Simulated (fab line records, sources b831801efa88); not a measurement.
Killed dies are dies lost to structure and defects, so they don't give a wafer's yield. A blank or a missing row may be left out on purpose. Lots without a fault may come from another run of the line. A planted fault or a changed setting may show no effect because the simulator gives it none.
Tool commonality check | flow sky130 | 13 lots, 39 wafers sampled

WHY IT WAS OPENED
At SKY_VT_ADJUST_LVTN_TW_MEAS_10 the reading VT_ADJUST_LVTN_TW is flagged on 1 of 13 lots. Wafers without a fault read 241.7, standard deviation 1.7.
Rule: a lot is flagged when every wafer of it that has a number lies more than 4 standard deviations from that mean, or none has a number. The other lots count as sound.

lot  | measured     | on            | VT_ADJUST_LVTN_TW, wafer by wafer | flag
L824 | day 6 23:43  | film_metro-01 | 241.0 241.7 241.1                 |
L825 | day 7 03:00  | film_metro-04 | 238.1 239.8 239.3                 |
L827 | day 7 13:16  | film_metro-04 | 238.2 240.1 239.7                 |
L828 | day 8 05:21  | film_metro-03 | 243.5 243.2 243.0                 |
L829 | day 8 07:55  | film_metro-04 | 239.0 236.6 237.3                 |
L830 | day 8 11:28  | film_metro-01 | 241.4 240.7 241.1                 |
L831 | day 8 23:17  | film_metro-01 | 242.9 243.2 242.8                 |
L834 | day 9 12:40  | film_metro-01 | 29.9 30.1 30.0                    | FLAGGED
L841 | day 11 10:20 | film_metro-03 | 244.2 243.5 244.0                 |
L843 | day 12 04:48 | film_metro-03 | 243.9 241.8 242.5                 |
L844 | day 12 07:39 | film_metro-01 | 243.8 241.6 241.8                 |
L845 | day 12 09:58 | film_metro-01 | 241.7 243.3 240.6                 |
L847 | day 13 04:00 | film_metro-04 | 241.8 242.4 241.6                 |
The numbers of the flagged lots are 30.0 on average: -211.7 against the usual, or -99 or more standard deviations.

WHICH TOOL RAN EACH LOT
The record holds 2 process steps before the reading, out of a route of 708 steps. In each cell: the tool, then ch and the chambers that the sampled wafers went through, then the start.
lot  | flag    | SKY_VT_ADJUST_HVTP_STRIP_10          | SKY_VT_ADJUST_LVTN_STRIP_09
L824 |         | plasma_asher-04 ch 0,1, day 6 04:46  | plasma_asher-01 ch 0,1, day 6 23:36
L825 |         | plasma_asher-03 ch 0,1, day 6 08:16  | plasma_asher-03 ch 0,1, day 7 02:54
L827 |         | plasma_asher-02 ch 0,1, day 6 19:05  | plasma_asher-03 ch 0,1, day 7 13:10
L828 |         | plasma_asher-02 ch 0,1, day 7 08:53  | plasma_asher-02 ch 0,1, day 8 05:15
L829 |         | plasma_asher-02 ch 0,1, day 7 11:23  | plasma_asher-02 ch 0,1, day 8 07:48
L830 |         | plasma_asher-03 ch 0,1, day 7 15:35  | plasma_asher-02 ch 0,1, day 8 11:22
L831 |         | plasma_asher-03 ch 0,1, day 7 23:53  | plasma_asher-01 ch 0,1, day 8 23:11
L834 | FLAGGED | plasma_asher-04 ch 0,1, day 8 14:16  | plasma_asher-02 ch 0,1, day 9 12:35
L841 |         | plasma_asher-02 ch 0,1, day 10 11:01 | plasma_asher-01 ch 0,1, day 11 10:14
L843 |         | plasma_asher-04 ch 0,1, day 11 05:47 | plasma_asher-01 ch 0,1, day 12 04:42
L844 |         | plasma_asher-04 ch 0,1, day 11 07:16 | plasma_asher-03 ch 0,1, day 12 07:33
L845 |         | plasma_asher-02 ch 0,1, day 11 09:28 | plasma_asher-01 ch 0,1, day 12 09:53
L847 |         | plasma_asher-04 ch 0, day 12 02:22   | plasma_asher-02 ch 0,1, day 13 03:54
What these steps do:
- SKY_VT_ADJUST_HVTP_STRIP_10: strips in O2/N2.
- SKY_VT_ADJUST_LVTN_STRIP_09: strips in O2/N2.
- SKY_VT_ADJUST_LVTN_TW_MEAS_10

FLAGGED OVER TOTAL, TOOL BY TOOL (the gauges that took the reading come last)
step                          | tool            | lots run | flagged | share of the flagged lots | sound lots run after its first flagged lot
SKY_VT_ADJUST_HVTP_STRIP_10   | plasma_asher-02 | 5        | 0       | none                      | -
SKY_VT_ADJUST_HVTP_STRIP_10   | plasma_asher-03 | 3        | 0       | none                      | -
SKY_VT_ADJUST_HVTP_STRIP_10   | plasma_asher-04 | 5        | 1       | all                       | 3 (L843,L844,L847)
SKY_VT_ADJUST_LVTN_STRIP_09   | plasma_asher-01 | 5        | 0       | none                      | -
SKY_VT_ADJUST_LVTN_STRIP_09   | plasma_asher-02 | 5        | 1       | all                       | 1 (L847)
SKY_VT_ADJUST_LVTN_STRIP_09   | plasma_asher-03 | 3        | 0       | none                      | -
SKY_VT_ADJUST_LVTN_TW_MEAS_10 | film_metro-01   | 6        | 1       | all                       | 2 (L844,L845)
SKY_VT_ADJUST_LVTN_TW_MEAS_10 | film_metro-03   | 3        | 0       | none                      | -
SKY_VT_ADJUST_LVTN_TW_MEAS_10 | film_metro-04   | 4        | 0       | none                      | -

WHAT THE TABLE ALLOWS
3 rows of the table ran every flagged lot: plasma_asher-04 at SKY_VT_ADJUST_HVTP_STRIP_10, plasma_asher-02 at SKY_VT_ADJUST_LVTN_STRIP_09, film_metro-01 at SKY_VT_ADJUST_LVTN_TW_MEAS_10.
- plasma_asher-04 at SKY_VT_ADJUST_HVTP_STRIP_10: 1 of its 5 lots flagged. Sound lots ran on it after the first flagged one (L843, L844, L847), which a lasting fault on the whole tool wouldn't allow. Its own readings lie more than 4 standard deviations out on every wafer of the flagged lots: oes_product_au.
- plasma_asher-02 at SKY_VT_ADJUST_LVTN_STRIP_09: 1 of its 5 lots flagged. Sound lots ran on it after the first flagged one (L847), which a lasting fault on the whole tool wouldn't allow. Its own readings lie more than 4 standard deviations out on every wafer of the flagged lots: strip_time_to_endpoint_s.
- film_metro-01 at SKY_VT_ADJUST_LVTN_TW_MEAS_10: 1 of its 6 lots flagged. Sound lots ran on it after the first flagged one (L844, L845), which a lasting fault on the whole tool wouldn't allow.
No row of the table ran every flagged lot and no sound lot after the first.

WHAT THE SIMULATOR HAD PUT IN
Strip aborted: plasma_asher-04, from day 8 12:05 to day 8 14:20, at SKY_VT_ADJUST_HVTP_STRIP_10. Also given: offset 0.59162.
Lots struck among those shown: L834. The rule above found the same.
